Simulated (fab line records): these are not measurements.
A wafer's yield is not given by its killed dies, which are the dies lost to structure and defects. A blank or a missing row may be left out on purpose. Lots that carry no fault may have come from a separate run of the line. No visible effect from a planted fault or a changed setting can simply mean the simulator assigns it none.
fab line records ; flow sky130 ; part 2 of 2: steps 29 to 40 of 40
[record] lots = 5; wafers = 15; last_day = 49
route steps=708 shown CAP2M@616 METAL4@621 VIA4@639
lots with no fault: from the same line, run without faults
start_h: hours from the record's opening day to when the first of the lot's shown wafers began ; wait_h: how many hours have passed since the lot's step before this one ; " as in the row above ; L1.1+2: one row covering several wafers at once ; - value missing, or start not given ; * or withheld: withheld ; < > ~ a bound
route shown NAME@n: names a module that has steps shown in the file, with the first one's number in the route ; usual: average and standard deviation across the fault-free wafers ; same: alike in all rows ; chamber/n: place in a boat ; sites: per-site readings ; _std_site: standard deviation of those values ; _edge_site: mean of outer sites minus mean of inner sites ; radius_mm: how far each site lies from the wafer's centre ; mask NAME#n: copy n ; behind: the tool/chamber that last shaped the wafer ; hold: why the lot went on hold/how many hours it stayed there/how the hold came to an end ; device: the n, p or np transistor that did not switch ; end of line: tests of these same wafers at the route's end ; a step without rows: its recipe alone ; killed: the dies lost at the first sort to structure and to defects; this is not the yield of the wafer ; map: the dies of a wafer, with x for killed, . for not killed, _ for no die there
set.NAME: the run value of the setting; set.NAME@STEP: its run value at that earlier step ; model.NAME: the simulator's own value behind a step, which no gauge read
lots at selected steps of the route; one table per step, one row per wafer
services: the hour from which a tool's chamber was out of use, counted from the record's first day as start_h (under 0 if before that day), plus the number of hours and why
[[steps]]
[step SKY_VIA4_HMDS_05]
[recipe] prime_time_s = 60; prime_temp_c = 120
lot.wafer;tool;chamber;start_h;wait_h
L078.1+5+6;litho_track-01;0;1018.60;0.1
L079.1+2+3;litho_track-02;0;1038.54;0.1
L083.2+5+6;litho_track-02;0;1049.62;0.1
L092.1+2+3;litho_track-01;0;1101.00;0.1
L093.1+2+4;litho_track-04;0;1105.69;0.1
[step SKY_VIA4_COAT_06]
[recipe] resist = NOVOLAK; spin_rpm = 3000; resist_thk_nm = 1140
[usual] dispense_pressure_kPa = 49/4
lot.wafer;tool;chamber;start_h;wait_h;dispense_pressure_kPa
L078.1;litho_track-01;0;1018.75;0.1;44
L078.5;litho_track-01;0;1018.75;0.1;44
L078.6;litho_track-01;0;1018.75;0.1;44
L079.1;litho_track-02;0;1038.69;0.1;51
L079.2;litho_track-02;0;1038.69;0.1;51
L079.3;litho_track-02;0;1038.69;0.1;51
L083.2;litho_track-02;0;1049.77;0.1;51
L083.5;litho_track-02;0;1049.77;0.1;51
L083.6;litho_track-02;0;1049.77;0.1;51
L092.1;litho_track-01;0;1101.15;0.1;44
L092.2;litho_track-01;0;1101.15;0.1;44
L092.3;litho_track-01;0;1101.15;0.1;44
L093.1;litho_track-04;0;1105.84;0.1;55
L093.2;litho_track-04;0;1105.84;0.1;55
L093.4;litho_track-04;0;1105.84;0.1;55
[step SKY_VIA4_SOFTBAKE_07]
[recipe] temp_c = 90; time_s = 60; resist = NOVOLAK
lot.wafer;tool;chamber;start_h;wait_h
L078.1+5+6;litho_track-01;0;1018.90;0.1
L079.1+2+3;litho_track-02;0;1038.84;0.1
L083.2+5+6;litho_track-02;0;1049.92;0.1
L092.1+2+3;litho_track-01;0;1101.30;0.1
L093.1+2+4;litho_track-04;0;1105.99;0.1
[step SKY_VIA4_EXPOSE_08]
[recipe] mask_id = VIM4; na = 0.6; source_shape = conventional; sigma_outer = 0.6; polarization = unpolarized; target_cd_nm = 800; dose_mj = 132
[usual] stage_vel_mm_s = 500.01/0.24
lot.wafer;tool;chamber;start_h;wait_h;mask;stage_vel_mm_s
L078.1;iline_stepper-01;0;-;-;VIM4#0;499.63
L078.5;iline_stepper-01;0;-;-;VIM4#0;499.63
L078.6;iline_stepper-01;0;-;-;VIM4#0;499.59
L079.1;iline_stepper-01;0;-;-;VIM4#0;500.05
L079.2;iline_stepper-01;0;-;-;VIM4#0;499.91
L079.3;iline_stepper-01;0;-;-;VIM4#0;500.15
L083.2;iline_stepper-01;0;-;-;VIM4#0;500.18
L083.5;iline_stepper-01;0;-;-;VIM4#0;500.26
L083.6;iline_stepper-01;0;-;-;VIM4#0;499.85
L092.1;iline_stepper-01;0;-;-;VIM4#0;499.91
L092.2;iline_stepper-01;0;-;-;VIM4#0;499.82
L092.3;iline_stepper-01;0;-;-;VIM4#0;500.01
L093.1;iline_stepper-01;0;-;-;VIM4#0;499.96
L093.2;iline_stepper-01;0;-;-;VIM4#0;499.78
L093.4;iline_stepper-01;0;-;-;VIM4#0;500.27
[step SKY_VIA4_PEB_09]
[recipe] temp_c = withheld; time_s = *; resist = NOVOLAK
lot.wafer;tool;chamber;start_h;wait_h
L078.1+5+6;litho_track-04;0;-;-
L079.1+2+3;litho_track-04;0;-;-
L083.2+5+6;litho_track-04;0;-;-
L092.1+2+3;litho_track-04;0;-;-
L093.1+2+4;litho_track-01;0;-;-
[step SKY_VIA4_DEVELOP_10]
[recipe] resist = NOVOLAK; developer = TMAH; develop_time_s = 60; dev_temp_c = 23
lot.wafer;tool;chamber;start_h;wait_h
L078.1+5+6;litho_track-04;0;1030.04;0.1
L079.1+2+3;litho_track-04;0;1049.49;0.1
L083.2+5+6;litho_track-04;0;1059.37;0.1
L092.1+2+3;litho_track-04;0;1110.99;0.1
L093.1+2+4;litho_track-01;0;1116.20;0.1
[step SKY_VIA4_OVL_MEAS_11]
[usual] VIA4_OVL = 0.2/1.3
lot.wafer;tool;chamber;start_h;wait_h;VIA4_OVL[nm]
L078.1;overlay-02;-;1030.19;0.1;-1.1
L078.5;overlay-02;-;1030.19;0.1;-2.0
L078.6;overlay-02;-;1030.19;0.1;-1.7
L079.1;overlay-01;-;1049.64;0.1;1.5
L079.2;overlay-01;-;1049.64;0.1;1.1
L079.3;overlay-01;-;1049.64;0.1;1.7
L083.2;overlay-02;-;1059.50;0.1;-0.9
L083.5;overlay-02;-;1059.50;0.1;-0.7
L083.6;overlay-02;-;1059.50;0.1;-0.1
L092.1;overlay-02;-;1111.14;0.1;0.3
L092.2;overlay-02;-;1111.14;0.1;-1.5
L092.3;overlay-02;-;1111.14;0.1;-0.8
L093.1;overlay-02;-;1116.35;0.1;-0.5
L093.2;overlay-02;-;1116.35;0.1;-0.4
L093.4;overlay-02;-;1116.35;0.1;0.2
[step SKY_VIA4_ETCH_12]
[recipe] target = SiO2; chemistry = C4F8/O2/Ar; stop_on = TiN; mask_material = NOVOLAK; source_w = 1500; bias_w = 1200; pressure_mtorr = 40; c4f8_flow_sccm = withheld; O2_flow_sccm = 6; Ar_flow_sccm = 300; time_s = withheld; target_depth_a = 5800
[usual] oes_product_au = 0.926/0.0045
lot.wafer;tool;chamber;start_h;wait_h;oes_product_au
L078.1;rie_diel-03;3;1030.23;0.0;0.932
L078.5;rie_diel-03;0;1030.23;0.0;0.927
L078.6;rie_diel-03;1;1030.23;0.0;0.929
L079.1;rie_diel-03;2;1049.68;0.0;0.922
L079.2;rie_diel-03;0;1049.68;0.0;0.926
L079.3;rie_diel-03;3;1049.68;0.0;0.931
L083.2;rie_diel-04;1;1059.53;0.0;0.934
L083.5;rie_diel-04;0;1059.53;0.0;0.929
L083.6;rie_diel-04;1;1059.53;0.0;0.926
L092.1;rie_diel-03;2;1111.18;0.0;0.929
L092.2;rie_diel-03;1;1111.18;0.0;0.919
L092.3;rie_diel-03;3;1111.18;0.0;0.922
L093.1;rie_diel-01;2;1116.38;0.0;0.920
L093.2;rie_diel-01;3;1116.38;0.0;0.916
L093.4;rie_diel-01;0;1116.38;0.0;0.921
[step SKY_VIA4_STRIP_13]
[recipe] chemistry = O2/N2; power_w = 1400; pressure_mtorr = 1500; platen_temp_c = withheld; o2_flow_sccm = 3000; n2_flow_sccm = 300; overash_fraction = 0.5
[usual] drypump_motor_current_A = 5.8/0.5; oes_product_au = 0.710/0.0049; strip_time_to_endpoint_s = 12.80/0.031
lot.wafer;tool;chamber;start_h;wait_h;drypump_motor_current_A;oes_product_au;rf_hours_counter_h;strip_time_to_endpoint_s
L078.1;plasma_asher-04;1;1030.30;-;6.2;0.703;27;12.77
L078.5;plasma_asher-04;0;1030.30;-;5.4;0.717;-;12.82
L078.6;plasma_asher-04;1;1030.30;-;6.3;0.713;-;12.78
L079.1;plasma_asher-01;0;1049.75;-;5.6;0.711;60;12.77
L079.2;plasma_asher-01;1;1049.75;-;6.5;0.713;60;12.83
L079.3;plasma_asher-01;1;1049.75;-;6.4;0.713;-;12.81
L083.2;plasma_asher-04;0;1059.60;-;5.3;0.716;30;12.80
L083.5;plasma_asher-04;1;1059.60;-;6.2;0.708;-;12.80
L083.6;plasma_asher-04;0;1059.60;-;5.3;0.704;-;12.77
L092.1;plasma_asher-01;0;1111.25;-;5.6;0.713;67;12.81
L092.2;plasma_asher-01;1;1111.25;-;6.4;0.706;67;12.82
L092.3;plasma_asher-01;0;1111.25;-;5.6;0.712;-;12.76
L093.1;plasma_asher-04;0;1116.46;-;5.3;0.702;36;12.80
L093.2;plasma_asher-04;1;1116.46;-;6.2;0.699;36;12.77
L093.4;plasma_asher-04;0;1116.46;-;5.3;0.701;-;12.75
[step SKY_VIA4_STRIP_14]
[recipe] chemistry = post_etch_residue_remover; time_s = 1200; temp_c = 72.5
lot.wafer;tool;chamber;start_h;wait_h
L078.1+5+6;wet_bench-02;2;1030.40;0.1
L079.1+2+3;wet_bench-02;2;1049.85;0.1
L083.2+5+6;wet_bench-01;2;1059.70;0.1
L092.1+2+3;wet_bench-02;2;1111.35;0.1
L093.1+2+4;wet_bench-01;3;1116.56;0.1
[step SKY_VIA4_CLEAN_15]
[recipe] chemistry = IPA; time_s = 180; temp_c = 25
lot.wafer;tool;chamber;start_h;wait_h
L078.1+5+6;wet_bench-03;3;1030.74;0.0
L079.1+2+3;wet_bench-02;0;1050.19;0.0
L083.2+5+6;wet_bench-03;2;1060.04;0.0
L092.1+2+3;wet_bench-01;0;1111.69;0.0
L093.1+2+4;wet_bench-03;1;1116.93;0.0
[step SKY_VIA4_CLEAN_16]
[recipe] chemistry = O3/DIW; dry = n2_spin
lot.wafer;tool;chamber;start_h;wait_h
L078.1+5+6;wet_bench-01;3;1030.80;0.0
L079.1+2+3;wet_bench-02;1;1050.25;0.0
L083.2+5+6;wet_bench-01;0;1060.10;0.0
L092.1+2+3;wet_bench-01;1;1111.75;0.0
L093.1+2+4;wet_bench-02;1;1116.99;0.0
[[services]]
tool;chamber;start_h;hours;kind
plasma_asher-04;-;960.05;0.6;repair
plasma_asher-01;-;965.74;7.1;repair
wet_bench-04;-;967.60;3.4;repair
plasma_asher-03;-;971.75;1.3;repair
iline_stepper-01;-;978.98;6.3;repair
rie_metal-02;0;982.48;9.1;repair
plasma_asher-01;-;987.00;1.7;repair
plasma_asher-04;-;1002.46;14.6;pm
rie_diel-02;-;1008.20;0.5;repair
wet_bench-04;-;1027.08;0.9;repair
iline_stepper-01;-;1033.48;1.7;pm
wet_bench-04;-;1034.76;1.8;repair
wet_bench-04;-;1036.76;7.4;repair
krf_scanner-02;-;1038.56;0.8;pm
wet_bench-04;-;1049.13;12.1;repair
iline_stepper-01;-;1053.93;4.3;repair
rie_diel-03;2;1057.57;4.4;repair
krf_scanner-02;-;1061.38;1.3;pm
rie_metal-04;-;1066.26;0.5;repair
rie_diel-02;-;1078.29;2.2;repair
rie_diel-03;2;1084.87;6.1;repair
rie_diel-03;3;1085.55;10.7;repair
krf_scanner-02;-;1100.71;1.0;pm
rie_diel-02;-;1111.37;0.9;repair
